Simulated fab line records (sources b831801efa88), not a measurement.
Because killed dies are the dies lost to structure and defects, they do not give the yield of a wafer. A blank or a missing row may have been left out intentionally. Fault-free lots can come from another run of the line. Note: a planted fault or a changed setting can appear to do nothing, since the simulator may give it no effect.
fab line records ; flow sky130
record lots=12; wafers=36; last-day=51
route steps=708 shown POLY_CUT@319 PASSIVATION@682 PAD_OPEN@701
lots untouched by any fault: they come from a run of this same line in which no faults occurred
start-h: the number of hours between the record's first day and the start of the first shown wafer of the lot ; wait-h: hours since the lot's step before ; " the same as in the row above ; L1.1+2: a single row standing in for several wafers ; - value missing, or start not given ; * or withheld: withheld ; < > ~ a bound
route shown NAME@n: a module of which the file shows steps, and the number in the route of the first ; usual: the fault-free wafers' mean and standard deviation ; same: alike in all rows ; chamber/n: place in a boat ; sites: the reading at each site ; _std_site: how widely they spread, as a standard deviation ; _edge_site: the outer-site mean with the inner-site mean subtracted ; radius-mm: for every site, how far away it sits from the centre of the wafer ; mask NAME#n: copy n ; behind: the tool/chamber that last shaped the wafer ; hold: why the lot was held/for how many hours/how that ended ; device: transistor that didn't switch, given as n, p or np ; end of line: the tests these same wafers got at the end of their route ; a step given without rows: its recipe and nothing more ; killed: at the first sort, the dies lost to defects and structure; wafer yield is something else ; map: shows each die of a wafer: x if killed, . if not, _ if none is there
set.NAME: the setting as run; set.NAME@STEP: as run at that earlier step ; model.NAME: the simulator's own value behind a step, which no gauge read
one table for each step of the route and one row for each wafer, over a sample of lots
services: a tool's chamber out of use, with start hour (start-h, from the record's first day; less than 0 if before it), hours out, and reason
## steps
# step SKY_POLY_CUT_STRIP_12
# recipe chemistry=O2/N2; power-w=1400; pressure-mtorr=1500; platen-temp-c=withheld; o2-flow-sccm=3000; n2-flow-sccm=300; overash-fraction=0.5
# usual chamber-pressure-mTorr=1499.9/1.4; drypump-motor-current-A=5.7/0.48; oes-product-au=0.452/0.0046; strip-time-to-endpoint-s=5.361/0.018
lot.wafer;tool;chamber;start-h;wait-h;chamber-pressure-mTorr;drypump-motor-current-A;oes-product-au;rf-hours-counter-h;strip-time-to-endpoint-s
L986.1;plasma-asher-02;0;598.71;0.0;1500.1;5.2;0.449;49;5.348
L986.2;plasma-asher-02;1;598.71;0.0;1502.6;5.2;0.457;49;5.346
L986.4;plasma-asher-02;0;598.71;0.0;1500.7;5.2;0.451;-;5.349
L985.1;plasma-asher-02;1;603.15;0.0;1499.6;5.2;0.451;50;5.309
L985.4;plasma-asher-02;1;603.15;0.0;1500.6;5.2;0.454;-;5.336
L985.6;plasma-asher-02;1;603.15;0.0;1500.0;5.2;0.450;-;5.326
L989.3;plasma-asher-02;0;625.68;0.1;1498.5;5.2;0.455;-;5.368
L989.5;plasma-asher-02;1;625.68;0.1;1498.5;5.2;0.446;-;5.349
L989.6;plasma-asher-02;0;625.68;0.1;1500.0;5.2;0.449;-;5.359
L991.1;plasma-asher-02;1;630.72;0.0;1500.5;5.2;0.445;53;5.339
L991.2;plasma-asher-02;0;630.72;0.0;1502.8;5.2;0.455;53;5.392
L991.3;plasma-asher-02;1;630.72;0.0;1496.8;5.2;0.458;-;5.357
L990.2;plasma-asher-01;0;632.55;0.0;1500.6;5.3;0.453;77;5.346
L990.4;plasma-asher-01;1;632.55;0.0;1499.6;6.4;0.453;-;5.361
L990.5;plasma-asher-01;1;632.55;0.0;1497.9;6.4;0.454;-;5.374
L992.2;plasma-asher-01;0;652.92;0.0;1500.8;5.3;0.453;79;5.355
L992.5;plasma-asher-01;0;652.92;0.0;1500.4;5.2;0.450;-;5.381
L992.6;plasma-asher-01;1;652.92;0.0;1500.6;6.3;0.445;-;5.374
L997.3;plasma-asher-01;0;684.13;0.1;1497.9;5.2;0.448;-;5.339
L997.4;plasma-asher-01;1;684.13;0.1;1497.2;6.4;0.448;-;5.340
L997.6;plasma-asher-01;0;684.13;0.1;1499.4;5.2;0.452;-;5.338
L996.1;plasma-asher-01;0;687.42;0.0;1501.5;5.2;0.451;82;5.349
L996.4;plasma-asher-01;1;687.42;0.0;1501.6;6.4;0.463;-;5.359
L996.5;plasma-asher-01;1;687.42;0.0;1499.3;6.3;0.451;-;5.329
L998.3;plasma-asher-03;1;689.05;0.1;1498.8;6.1;0.456;-;5.366
L998.4;plasma-asher-03;0;689.05;0.1;1502.7;6.1;0.456;-;5.367
L998.5;plasma-asher-03;0;689.05;0.1;1499.3;6.1;0.448;-;5.352
L999.1;plasma-asher-03;0;705.17;0.0;1500.1;6.0;0.446;89;5.359
L999.2;plasma-asher-03;1;705.17;0.0;1503.3;6.1;0.460;89;5.370
L999.5;plasma-asher-03;1;705.17;0.0;1501.0;6.1;0.451;-;5.377
L102.1;plasma-asher-03;1;716.71;0.0;1499.4;6.1;0.443;90;5.382
L102.5;plasma-asher-03;1;716.71;0.0;1501.3;6.1;0.453;-;5.350
L102.6;plasma-asher-03;0;716.71;0.0;1498.8;6.1;0.459;-;5.375
L107.1;plasma-asher-03;1;762.17;0.0;1497.3;6.1;0.453;2;5.380
L107.3;plasma-asher-03;0;762.17;0.0;1500.8;6.1;0.461;-;5.366
L107.4;plasma-asher-03;1;762.17;0.0;1500.3;6.1;0.448;-;5.369
# step SKY_PASSIVATION_THK_MEAS_01
# recipe reads=SiO2_of_PASSIVATION_CVD_00
# usual PASSIVATION_CVD_00_THK=90.0/1.2
lot.wafer;tool;chamber;start-h;wait-h;PASSIVATION_CVD_00_THK[nm]
L986.1;film-metro-02;-;1069.12;-;89.9
L986.2;film-metro-02;-;1069.12;-;89.6
L986.4;film-metro-02;-;1069.12;-;91.2
L985.1;film-metro-04;-;1073.93;-;88.1
L985.4;film-metro-04;-;1073.93;-;91.0
L985.6;film-metro-04;-;1073.93;-;90.0
L989.3;film-metro-04;-;1088.56;-;90.5
L989.5;film-metro-04;-;1088.56;-;89.8
L989.6;film-metro-04;-;1088.56;-;90.9
L991.1;film-metro-02;-;1094.50;-;89.5
L991.2;film-metro-02;-;1094.50;-;87.9
L991.3;film-metro-02;-;1094.50;-;89.2
L990.2;film-metro-04;-;1096.80;-;88.5
L990.4;film-metro-04;-;1096.80;-;89.8
L990.5;film-metro-04;-;1096.80;-;89.0
L992.2;film-metro-02;-;1108.99;-;90.0
L992.5;film-metro-02;-;1108.99;-;90.4
L992.6;film-metro-02;-;1108.99;-;91.6
L997.3;film-metro-01;-;1132.94;-;88.9
L997.4;film-metro-01;-;1132.94;-;91.1
L997.6;film-metro-01;-;1132.94;-;91.1
L996.1;film-metro-02;-;1134.31;-;88.2
L996.4;film-metro-02;-;1134.31;-;88.3
L996.5;film-metro-02;-;1134.31;-;90.2
L998.3;film-metro-02;-;1138.53;-;89.4
L998.4;film-metro-02;-;1138.53;-;90.0
L998.5;film-metro-02;-;1138.53;-;91.4
L999.1;film-metro-02;-;1147.37;-;90.3
L999.2;film-metro-02;-;1147.37;-;89.0
L999.5;film-metro-02;-;1147.37;-;92.0
L102.1;film-metro-04;-;1154.51;-;89.3
L102.5;film-metro-04;-;1154.51;-;90.5
L102.6;film-metro-04;-;1154.51;-;89.6
L107.1;film-metro-01;-;1185.16;-;88.5
L107.3;film-metro-01;-;1185.16;-;89.6
L107.4;film-metro-01;-;1185.16;-;88.4
# step SKY_PAD_OPEN_ETCH_07
# recipe chemistry=CF4/O2; target-depth-nm=725; stop-on=AlCu; source-w=800; bias-w=150; pressure-mtorr=150; cf4-flow-sccm=80; O2_flow_sccm=10; time-s=161.1
# usual chamber-pressure-mTorr=150.02/0.14; drypump-motor-current-A=5.9/0.37; oes-product-au=0.977/0.0079; throttle-valve-pct=5.965/0.01
lot.wafer;tool;chamber;start-h;wait-h;chamber-pressure-mTorr;drypump-motor-current-A;oes-product-au;rf-hours-counter-h;throttle-valve-pct
L986.1;rie-diel-03;2;1112.28;-;150.41;5.6;0.969;11;5.970
L986.2;rie-diel-03;0;1112.28;-;149.87;5.8;0.973;11;5.960
L986.4;rie-diel-03;3;1112.28;-;150.00;6.3;0.976;15;5.986
L985.1;rie-diel-01;3;1116.86;-;149.86;5.6;0.976;22;5.966
L985.4;rie-diel-01;1;1116.86;-;149.88;5.5;0.981;18;5.975
L985.6;rie-diel-01;0;1116.86;-;149.80;6.7;0.982;-;5.984
L989.3;rie-diel-02;1;1129.43;-;150.08;5.5;0.968;14;5.960
L989.5;rie-diel-02;1;1129.43;-;149.90;5.5;0.990;-;5.980
L989.6;rie-diel-02;2;1129.43;-;149.98;6.2;0.990;-;5.955
L991.1;rie-diel-01;1;1135.88;-;150.08;5.5;0.969;18;5.955
L991.2;rie-diel-01;3;1135.88;-;149.97;5.6;0.990;22;5.954
L991.3;rie-diel-01;2;1135.88;-;149.88;5.9;0.968;22;5.962
L990.2;rie-diel-01;1;1138.18;-;150.07;5.5;0.964;18;5.953
L990.4;rie-diel-01;0;1138.18;-;149.86;6.7;0.976;12;5.947
L990.5;rie-diel-01;3;1138.18;-;149.92;5.6;0.989;-;5.955
L992.2;rie-diel-02;1;1149.58;-;149.94;5.5;0.975;15;5.959
L992.5;rie-diel-02;0;1149.58;-;149.81;6.2;0.971;-;5.958
L992.6;rie-diel-02;3;1149.58;-;150.13;6.0;0.989;-;5.968
L997.3;rie-diel-03;3;1171.06;-;149.93;6.3;0.982;18;5.958
L997.4;rie-diel-03;2;1171.06;-;149.86;5.7;0.980;13;5.968
L997.6;rie-diel-03;3;1171.06;-;150.17;6.3;0.977;-;5.959
L996.1;rie-diel-02;1;1172.21;-;149.89;5.5;0.976;16;5.983
L996.4;rie-diel-02;3;1172.21;-;149.94;6.0;0.981;23;5.979
L996.5;rie-diel-02;1;1172.21;-;150.13;5.5;0.975;-;5.958
L998.3;rie-diel-02;1;1175.88;-;150.07;5.5;0.978;16;5.953
L998.4;rie-diel-02;2;1175.88;-;150.13;6.2;0.977;2;5.963
L998.5;rie-diel-02;1;1175.88;-;150.21;5.5;0.990;-;5.946
L999.1;rie-diel-03;3;1184.06;-;149.95;6.3;0.966;18;5.945
L999.2;rie-diel-03;2;1184.06;-;149.87;5.6;0.960;14;5.970
L999.5;rie-diel-03;0;1184.06;-;150.05;5.9;0.983;-;5.966
L102.1;rie-diel-03;3;1189.71;-;150.16;6.3;0.967;19;5.965
L102.5;rie-diel-03;3;1189.71;-;149.93;6.3;0.984;-;5.964
L102.6;rie-diel-03;1;1189.71;-;150.24;5.3;0.992;-;5.970
L107.1;rie-diel-01;0;1216.38;-;150.26;6.7;0.976;15;5.966
L107.3;rie-diel-01;3;1216.38;-;149.77;5.6;0.973;25;5.953
L107.4;rie-diel-01;0;1216.38;-;150.03;6.7;0.964;-;5.944
# step SKY_PAD_OPEN_STRIP_08
# recipe chemistry=O2/N2; power-w=1400; pressure-mtorr=1500; platen-temp-c=withheld; overash-fraction=0.7; o2-flow-sccm=3000; n2-flow-sccm=300
# usual chamber-pressure-mTorr=1499.9/1.2; drypump-motor-current-A=5.9/0.44; oes-product-au=0.663/0.0047; strip-time-to-endpoint-s=37.13/0.1
lot.wafer;tool;chamber;start-h;wait-h;chamber-pressure-mTorr;drypump-motor-current-A;oes-product-au;rf-hours-counter-h;strip-time-to-endpoint-s
L986.1;plasma-asher-03;0;1112.39;0.1;1503.1;6.1;0.660;38;37.13
L986.2;plasma-asher-03;1;1112.39;0.1;1499.0;6.1;0.665;38;37.12
L986.4;plasma-asher-03;1;1112.39;0.1;1499.5;6.1;0.661;-;37.14
L985.1;plasma-asher-02;1;1116.97;0.1;1498.8;5.2;0.659;99;37.14
L985.4;plasma-asher-02;1;1116.97;0.1;1500.3;5.2;0.659;-;37.17
L985.6;plasma-asher-02;1;1116.97;0.1;1498.9;5.2;0.664;-;37.12
L989.3;plasma-asher-04;0;1129.57;0.1;1499.8;6.3;0.658;-;37.30
L989.5;plasma-asher-04;1;1129.57;0.1;1499.8;6.0;0.665;-;37.23
L989.6;plasma-asher-04;0;1129.57;0.1;1499.9;6.4;0.660;-;37.28
L991.1;plasma-asher-03;0;1135.99;0.1;1498.7;6.0;0.664;40;37.20
L991.2;plasma-asher-03;1;1135.99;0.1;1501.9;6.1;0.661;40;37.31
L991.3;plasma-asher-03;1;1135.99;0.1;1499.8;6.1;0.665;-;37.16
L990.2;plasma-asher-02;1;1138.29;0.1;1499.2;5.2;0.657;101;36.95
L990.4;plasma-asher-02;0;1138.29;0.1;1500.5;5.2;0.662;-;37.15
L990.5;plasma-asher-02;1;1138.29;0.1;1498.4;5.2;0.661;-;37.06
L992.2;plasma-asher-03;0;1149.69;0.1;1501.0;6.1;0.666;41;37.05
L992.5;plasma-asher-03;0;1149.69;0.1;1498.5;6.1;0.665;-;37.21
L992.6;plasma-asher-03;1;1149.69;0.1;1499.0;6.1;0.672;-;37.13
L997.3;plasma-asher-03;0;1171.20;0.1;1497.2;6.1;0.674;-;37.20
L997.4;plasma-asher-03;1;1171.20;0.1;1501.6;6.1;0.665;-;37.22
L997.6;plasma-asher-03;0;1171.20;0.1;1499.6;6.1;0.665;-;37.19
L996.1;plasma-asher-03;1;1172.32;0.1;1499.0;6.1;0.661;43;37.13
L996.4;plasma-asher-03;0;1172.32;0.1;1500.1;6.1;0.666;-;37.01
L996.5;plasma-asher-03;0;1172.32;0.1;1500.7;6.0;0.653;-;37.00
L998.3;plasma-asher-04;1;1176.02;0.1;1498.9;6.0;0.666;-;37.23
L998.4;plasma-asher-04;0;1176.02;0.1;1502.0;6.3;0.675;-;37.12
L998.5;plasma-asher-04;0;1176.02;0.1;1500.8;6.3;0.662;-;37.21
L999.1;plasma-asher-02;1;1184.17;0.1;1498.3;5.2;0.658;106;37.07
L999.2;plasma-asher-02;0;1184.17;0.1;1500.0;5.2;0.666;106;37.14
L999.5;plasma-asher-02;0;1184.17;0.1;1499.5;5.2;0.667;-;37.15
L102.1;plasma-asher-04;1;1189.87;0.1;1499.7;6.0;0.657;78;37.04
L102.5;plasma-asher-04;0;1189.87;0.1;1500.6;6.3;0.662;-;37.01
L102.6;plasma-asher-04;1;1189.87;0.1;1499.1;6.0;0.660;-;37.06
L107.1;plasma-asher-03;1;1216.49;0.1;1499.6;6.1;0.663;47;37.31
L107.3;plasma-asher-03;0;1216.49;0.1;1498.6;6.1;0.667;-;37.22
L107.4;plasma-asher-03;1;1216.49;0.1;1501.7;6.1;0.663;-;37.25
# step SKY_PAD_OPEN_PROBE_99
# usual killed_at_M0_to_M3=43/6.8; killed_at_M4_up=3.2/2; killed-at-contacts=24/5.3; killed-at-front-end=16/4.4; killed-at-other=0.3/0.54; killed-dies=86/9.4; killed-open=48/6.6; killed-short=38/6.5
# same gross-dies=492; killed-at-back-side=0
lot.wafer;tool;chamber;start-h;wait-h;hold;killed_at_M0_to_M3;killed_at_M4_up;killed-at-contacts;killed-at-front-end;killed-at-other;killed-dies;killed-open;killed-short
L986.1;prober-02;-;1114.64;0.1;-;38;3;19;18;0;78;44;34
L986.2;prober-02;-;1114.69;0.1;-;42;3;22;14;0;81;50;31
L986.4;prober-02;-;1114.79;0.2;-;47;5;17;19;1;89;52;37
L985.1;prober-02;-;1119.22;0.1;-;52;8;24;14;1;99;52;47
L985.4;prober-02;-;1119.37;0.2;-;49;4;29;14;0;96;46;50
L985.6;prober-02;-;1119.47;0.2;-;52;2;18;18;0;90;42;48
L989.3;prober-02;-;1133.19;0.2;-;45;7;20;11;1;84;45;38
L989.5;prober-02;-;1133.29;0.2;-;37;5;30;11;0;83;48;35
L989.6;prober-02;-;1133.34;0.2;-;30;2;26;13;0;71;39;32
L991.1;prober-01;-;1138.20;0.1;-;42;5;15;9;0;71;38;33
L991.2;prober-01;-;1138.25;0.1;-;39;5;24;19;1;88;49;39
L991.3;prober-01;-;1138.30;0.2;-;38;7;12;17;0;74;38;36
L990.2;prober-02;-;1140.55;0.1;-;46;2;16;17;0;81;49;32
L990.4;prober-02;-;1140.65;0.2;-;36;4;29;5;0;74;41;33
L990.5;prober-02;-;1140.70;0.2;-;31;4;19;18;1;73;41;32
L992.2;prober-01;-;1152.09;0.1;-;45;1;20;17;0;83;47;36
L992.5;prober-01;-;1152.24;0.2;-;51;3;24;17;1;96;57;38
L992.6;prober-01;-;1152.29;0.2;-;29;2;24;16;0;71;45;26
L997.3;prober-01;-;1173.48;0.2;-;41;5;30;45;0;121;48;38
L997.4;prober-01;-;1173.53;0.2;-;46;5;19;22;0;92;47;43
L997.6;prober-01;-;1173.63;0.2;-;40;3;23;53;0;119;45;32
L996.1;prober-02;-;1174.60;0.1;await-dispo/4.2h/release;41;2;23;49;0;115;49;33
L996.4;prober-02;-;1174.75;0.2;await-dispo/4.2h/release;42;3;28;18;0;91;63;28
L996.5;prober-02;-;1174.80;0.2;await-dispo/4.2h/release;59;1;24;11;1;96;51;43
L998.3;prober-01;-;1178.33;0.2;-;57;5;30;14;0;106;52;53
L998.4;prober-01;-;1178.38;0.2;-;42;6;18;24;0;90;55;33
L998.5;prober-01;-;1178.43;0.2;-;50;5;32;19;0;106;60;45
L999.1;prober-02;-;1186.84;0.1;-;43;5;18;18;1;85;42;43
L999.2;prober-02;-;1186.89;0.1;-;32;2;17;19;1;71;33;37
L999.5;prober-02;-;1187.04;0.2;-;49;1;26;14;0;90;51;39
L102.1;prober-02;-;1192.11;0.1;-;38;2;28;7;0;75;41;34
L102.5;prober-02;-;1192.31;0.2;-;51;0;24;10;0;85;46;39
L102.6;prober-02;-;1192.36;0.2;-;28;2;22;16;0;68;34;33
L107.1;prober-01;-;1218.85;0.1;-;51;1;23;22;1;98;61;37
L107.3;prober-01;-;1218.95;0.2;-;45;5;28;20;0;98;53;44
L107.4;prober-01;-;1219.00;0.2;-;40;1;23;19;1;84;48;36
# killed by level:class
L986.1 VIA1:geometric-particle:open=7 POLY_GATE:geometric-particle:short=6 LI_CONTACT:geometric-particle:open=6 CONTACT:geometric-particle:open=6 FIELD_ISO:geometric-particle:open=5 VIA2:geometric-particle:open=5 POLY_GATE:geometric-particle:open=5 METAL1:geometric-particle:short=5
L986.2 LI_CONTACT:geometric-particle:open=10 VIA1:geometric-particle:open=9 VIA3:geometric-particle:open=7 VIA2:geometric-particle:open=5 CONTACT:geometric-particle:open=5 METAL2:geometric-particle:short=5 METAL3:geometric-particle:short=4 METAL1:geometric-particle:open=4
L986.4 VIA1:geometric-particle:open=15 VIA2:geometric-particle:open=9 CONTACT:geometric-particle:open=7 METAL1:geometric-particle:short=6 POLY_GATE:geometric-particle:open=5 POLY_GATE:geometric-particle:short=4 VIA3:geometric-particle:open=4 FIELD_ISO:geometric-particle:short=3
L985.1 CONTACT:geometric-particle:open=10 LI_CONTACT:geometric-particle:open=8 VIA1:geometric-particle:open=7 METAL1:geometric-particle:short=7 VIA1:geometric-particle:short=7 VIA2:geometric-particle:open=7 VIA3:geometric-particle:short=5 VIA3:geometric-particle:open=5
L985.4 CONTACT:geometric-particle:open=11 VIA1:geometric-particle:short=9 VIA3:geometric-particle:open=9 LI_CONTACT:geometric-particle:open=7 FIELD_ISO:geometric-particle:short=6 METAL1:geometric-particle:short=6 VIA1:geometric-particle:open=6 METAL2:geometric-particle:short=6
L985.6 VIA1:geometric-particle:open=12 METAL1:geometric-particle:short=11 CONTACT:geometric-particle:open=7 METAL3:geometric-particle:short=7 CONTACT:geometric-particle:short=6 FIELD_ISO:geometric-particle:open=5 FIELD_ISO:geometric-particle:short=5 VIA2:geometric-particle:open=5
L989.3 CONTACT:geometric-particle:open=9 VIA1:geometric-particle:open=8 VIA3:geometric-particle:open=8 VIA2:geometric-particle:open=7 METAL2:geometric-particle:short=6 CONTACT:geometric-particle:short=5 POLY_GATE:geometric-particle:open=4 VIA2:geometric-particle:short=4
L989.5 LI_CONTACT:geometric-particle:open=11 CONTACT:geometric-particle:open=8 VIA2:geometric-particle:open=8 VIA3:geometric-particle:open=7 FIELD_ISO:geometric-particle:open=5 LOCAL_INTERCONNECT:geometric-particle:short=5 CONTACT:geometric-particle:short=5 METAL2:geometric-particle:short=5
L989.6 VIA1:geometric-particle:open=10 LI_CONTACT:geometric-particle:open=9 CONTACT:geometric-particle:open=7 FIELD_ISO:geometric-particle:short=5 LOCAL_INTERCONNECT:geometric-particle:short=5 CONTACT:geometric-particle:short=5 METAL2:geometric-particle:short=5 VIA3:geometric-particle:open=4
L991.1 CONTACT:geometric-particle:open=9 VIA2:geometric-particle:open=9 VIA1:geometric-particle:open=9 METAL1:geometric-particle:short=7 METAL2:geometric-particle:short=5 VIA1:geometric-particle:short=4 METAL4:geometric-particle:short=4 FIELD_ISO:geometric-particle:open=3
L991.2 CONTACT:geometric-particle:open=9 VIA1:geometric-particle:open=8 POLY_GATE:geometric-particle:open=7 METAL2:geometric-particle:short=7 VIA2:geometric-particle:open=6 VIA3:geometric-particle:open=5 FIELD_ISO:geometric-particle:short=4 LOCAL_INTERCONNECT:geometric-particle:short=4
L991.3 VIA1:geometric-particle:open=10 VIA1:geometric-particle:short=6 FIELD_ISO:geometric-particle:short=5 METAL1:geometric-particle:short=5 VIA2:geometric-particle:open=5 CONTACT:geometric-particle:open=4 FIELD_ISO:geometric-particle:open=4 METAL2:geometric-particle:short=4
L990.2 VIA1:geometric-particle:open=17 VIA2:geometric-particle:open=8 CONTACT:geometric-particle:open=8 METAL2:geometric-particle:short=7 POLY_GATE:geometric-particle:short=4 VIA1:geometric-particle:short=4 VIA3:geometric-particle:open=4 FIELD_ISO:geometric-particle:open=3
L990.4 VIA1:geometric-particle:open=10 CONTACT:geometric-particle:short=9 CONTACT:geometric-particle:open=9 VIA3:geometric-particle:open=6 LI_CONTACT:geometric-particle:open=5 VIA2:geometric-particle:open=4 METAL4:geometric-particle:short=4 LI_CONTACT:geometric-particle:short=3
L990.5 CONTACT:geometric-particle:open=8 VIA1:geometric-particle:open=8 CONTACT:geometric-particle:short=6 VIA3:geometric-particle:open=5 VIA1:geometric-particle:short=5 FIELD_ISO:geometric-particle:open=4 SPACER:geometric-particle:open=4 POLY_GATE:geometric-particle:short=3
L992.2 VIA1:geometric-particle:open=13 CONTACT:geometric-particle:open=9 VIA3:geometric-particle:short=6 POLY_GATE:geometric-particle:short=6 POLY_GATE:geometric-particle:open=6 VIA3:geometric-particle:open=6 LI_CONTACT:geometric-particle:open=5 VIA1:geometric-particle:short=4
L992.5 VIA1:geometric-particle:open=21 CONTACT:geometric-particle:short=9 CONTACT:geometric-particle:open=8 VIA3:geometric-particle:open=8 VIA1:geometric-particle:short=5 POLY_GATE:geometric-particle:short=4 POLY_GATE:geometric-particle:open=4 LOCAL_INTERCONNECT:geometric-particle:short=4
L992.6 CONTACT:geometric-particle:open=9 VIA1:geometric-particle:open=7 VIA3:geometric-particle:open=6 METAL2:geometric-particle:short=5 LI_CONTACT:geometric-particle:open=5 CONTACT:geometric-particle:short=5 FIELD_ISO:geometric-particle:open=3 FIELD_ISO:geometric-particle:short=3
L997.3 POLY_CUT:unspecified=33 CONTACT:geometric-particle:open=12 VIA1:geometric-particle:open=12 LI_CONTACT:geometric-particle:open=6 LOCAL_INTERCONNECT:geometric-particle:short=6 VIA2:geometric-particle:open=5 VIA1:geometric-particle:short=5 VIA3:geometric-particle:open=5
L997.4 VIA1:geometric-particle:open=12 METAL1:geometric-particle:short=7 FIELD_ISO:geometric-particle:short=6 CONTACT:geometric-particle:open=6 VIA3:geometric-particle:open=6 VIA1:geometric-particle:short=5 FIELD_ISO:geometric-particle:open=4 LI_CONTACT:geometric-particle:open=4
L997.6 POLY_CUT:unspecified=42 CONTACT:geometric-particle:open=11 VIA1:geometric-particle:open=11 VIA3:geometric-particle:open=6 METAL2:geometric-particle:short=5 VIA1:geometric-particle:short=5 LI_CONTACT:geometric-particle:open=4 VIA2:geometric-particle:open=4
L996.1 POLY_CUT:unspecified=32 VIA1:geometric-particle:open=9 VIA3:geometric-particle:open=8 CONTACT:geometric-particle:open=7 LI_CONTACT:geometric-particle:open=7 VIA2:geometric-particle:open=7 LOCAL_INTERCONNECT:geometric-particle:short=6 POLY_GATE:geometric-particle:short=5
L996.4 CONTACT:geometric-particle:open=14 VIA3:geometric-particle:open=14 VIA1:geometric-particle:open=10 FIELD_ISO:geometric-particle:open=6 VIA2:geometric-particle:open=6 FIELD_ISO:geometric-particle:short=5 LOCAL_INTERCONNECT:geometric-particle:short=5 LI_CONTACT:geometric-particle:open=4
L996.5 VIA1:geometric-particle:open=13 METAL1:geometric-particle:short=8 VIA3:geometric-particle:open=8 CONTACT:geometric-particle:open=7 VIA2:geometric-particle:open=7 VIA1:geometric-particle:short=6 LI_CONTACT:geometric-particle:open=5 LOCAL_INTERCONNECT:geometric-particle:short=5
L998.3 VIA1:geometric-particle:open=14 CONTACT:geometric-particle:open=11 METAL1:geometric-particle:short=7 LI_CONTACT:geometric-particle:open=7 LOCAL_INTERCONNECT:geometric-particle:short=7 VIA1:geometric-particle:short=6 METAL2:geometric-particle:short=6 VIA2:geometric-particle:open=6
L998.4 VIA1:geometric-particle:open=11 POLY_GATE:geometric-particle:open=7 CONTACT:geometric-particle:open=7 LI_CONTACT:geometric-particle:open=6 VIA3:geometric-particle:open=6 FIELD_ISO:geometric-particle:open=5 POLY_GATE:geometric-particle:short=5 METAL4:geometric-particle:short=5
L998.5 CONTACT:geometric-particle:open=18 VIA1:geometric-particle:open=13 LI_CONTACT:geometric-particle:open=7 FIELD_ISO:geometric-particle:short=6 FIELD_ISO:geometric-particle:open=6 VIA2:geometric-particle:short=6 VIA1:geometric-particle:short=5 METAL1:geometric-particle:short=5
L999.1 CONTACT:geometric-particle:open=10 METAL2:geometric-particle:short=9 VIA3:geometric-particle:open=9 METAL1:geometric-particle:short=8 VIA2:geometric-particle:open=8 POLY_GATE:geometric-particle:short=7 LI_CONTACT:geometric-particle:open=4 FIELD_ISO:geometric-particle:short=3
L999.2 VIA1:geometric-particle:open=8 FIELD_ISO:geometric-particle:short=6 LI_CONTACT:geometric-particle:open=5 METAL1:geometric-particle:short=5 VIA2:geometric-particle:open=5 POLY_GATE:geometric-particle:short=4 POLY_GATE:geometric-particle:open=3 POLY_CUT:geometric-particle:open=3
L999.5 VIA1:geometric-particle:open=11 LI_CONTACT:geometric-particle:open=9 VIA1:geometric-particle:short=8 VIA2:geometric-particle:open=8 CONTACT:geometric-particle:open=7 METAL1:geometric-particle:short=6 METAL2:geometric-particle:short=6 CONTACT:geometric-particle:short=5
L102.1 VIA1:geometric-particle:open=13 CONTACT:geometric-particle:open=9 LI_CONTACT:geometric-particle:open=8 CONTACT:geometric-particle:short=6 VIA2:geometric-particle:open=6 METAL2:geometric-particle:short=4 POLY_GATE:geometric-particle:short=3 LOCAL_INTERCONNECT:geometric-particle:short=3
L102.5 VIA1:geometric-particle:open=10 VIA1:geometric-particle:short=8 VIA3:geometric-particle:open=8 CONTACT:geometric-particle:short=7 LI_CONTACT:geometric-particle:open=7 CONTACT:geometric-particle:open=7 METAL1:geometric-particle:short=6 VIA2:geometric-particle:open=6
L102.6 CONTACT:geometric-particle:open=10 VIA1:geometric-particle:short=6 METAL2:geometric-particle:short=6 VIA3:geometric-particle:open=6 LI_CONTACT:geometric-particle:open=5 FIELD_ISO:geometric-particle:short=4 POLY_GATE:geometric-particle:open=4 LOCAL_INTERCONNECT:geometric-particle:short=4
L107.1 CONTACT:geometric-particle:open=16 VIA1:geometric-particle:open=14 VIA3:geometric-particle:open=8 METAL1:geometric-particle:short=7 METAL2:geometric-particle:short=7 FIELD_ISO:geometric-particle:open=6 VIA1:geometric-particle:short=6 POLY_GATE:geometric-particle:short=6
L107.3 VIA1:geometric-particle:open=10 VIA2:geometric-particle:open=9 POLY_GATE:geometric-particle:open=7 LI_CONTACT:geometric-particle:open=7 VIA3:geometric-particle:open=7 LOCAL_INTERCONNECT:geometric-particle:short=6 CONTACT:geometric-particle:short=6 POLY_GATE:geometric-particle:short=5
L107.4 LI_CONTACT:geometric-particle:open=10 CONTACT:geometric-particle:open=8 VIA1:geometric-particle:open=7 VIA3:geometric-particle:open=7 METAL1:geometric-particle:short=6 METAL2:geometric-particle:short=6 FIELD_ISO:geometric-particle:open=5 FIELD_ISO:geometric-particle:short=4
## services
tool;chamber;start-h;hours;kind
plasma-asher-02;-;577.52;5.0;repair
rie-diel-01;0;579.20;3.9;repair
plasma-asher-01;-;587.25;15.6;pm
rie-diel-01;2;595.02;1.2;repair
plasma-asher-03;-;595.12;12.3;repair
plasma-asher-01;-;606.45;4.1;repair
rie-diel-01;0;606.57;5.9;repair
rie-diel-02;1;692.54;13.6;repair
rie-diel-02;3;697.93;4.0;repair
rie-diel-02;0;709.53;2.7;repair
rie-diel-01;3;731.79;11.8;repair
plasma-asher-03;-;733.75;9.0;pm
rie-diel-03;2;760.36;4.0;repair
plasma-asher-01;-;774.00;2.9;repair
rie-diel-02;1;788.97;10.5;repair
rie-diel-02;2;790.79;3.5;repair
plasma-asher-02;-;797.69;3.7;repair
plasma-asher-03;-;817.45;2.9;repair
plasma-asher-02;-;879.25;14.6;pm
plasma-asher-02;-;900.74;1.3;repair
plasma-asher-02;-;981.48;2.8;pm
plasma-asher-02;-;1000.12;1.1;repair
plasma-asher-03;-;1137.64;2.8;pm
plasma-asher-03;-;1158.95;4.1;repair
## key
first-sign step=SKY_PAD_OPEN_PROBE_99; reading=killed-at-front-end; direction=up; sigmas=7.6; usual=16; struck=49
effect step=SKY_PAD_OPEN_PROBE_99; reading=killed-dies; direction=up; sigmas=3.4; usual=86; struck=118
met-at SKY_POLY_CUT_STRIP_12
struck-lots L996,L997
struck-wafers L996.1,L997.3,L997.6
tester-left-out L996,L997
not-acting-at SKY_PASSIVATION_THK_MEAS_01,SKY_PAD_OPEN_ETCH_07,SKY_PAD_OPEN_STRIP_08
onset-between 652.92 684.13
fault kind=chamber-particle-source; tool=plasma-asher-01; chamber=0; onset-h=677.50; steps=SKY_POLY_CUT_STRIP_12; rate-per-visit-cm2=0.42339; end-h=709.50
# tester-left-out: of these lots the tester's yield and bins aren't shown, on N5 and GAA mostly nor the transistor test; their killed dies are dies lost to structure and defects alone, not to doping, threshold or leakage, so they don't give the yield
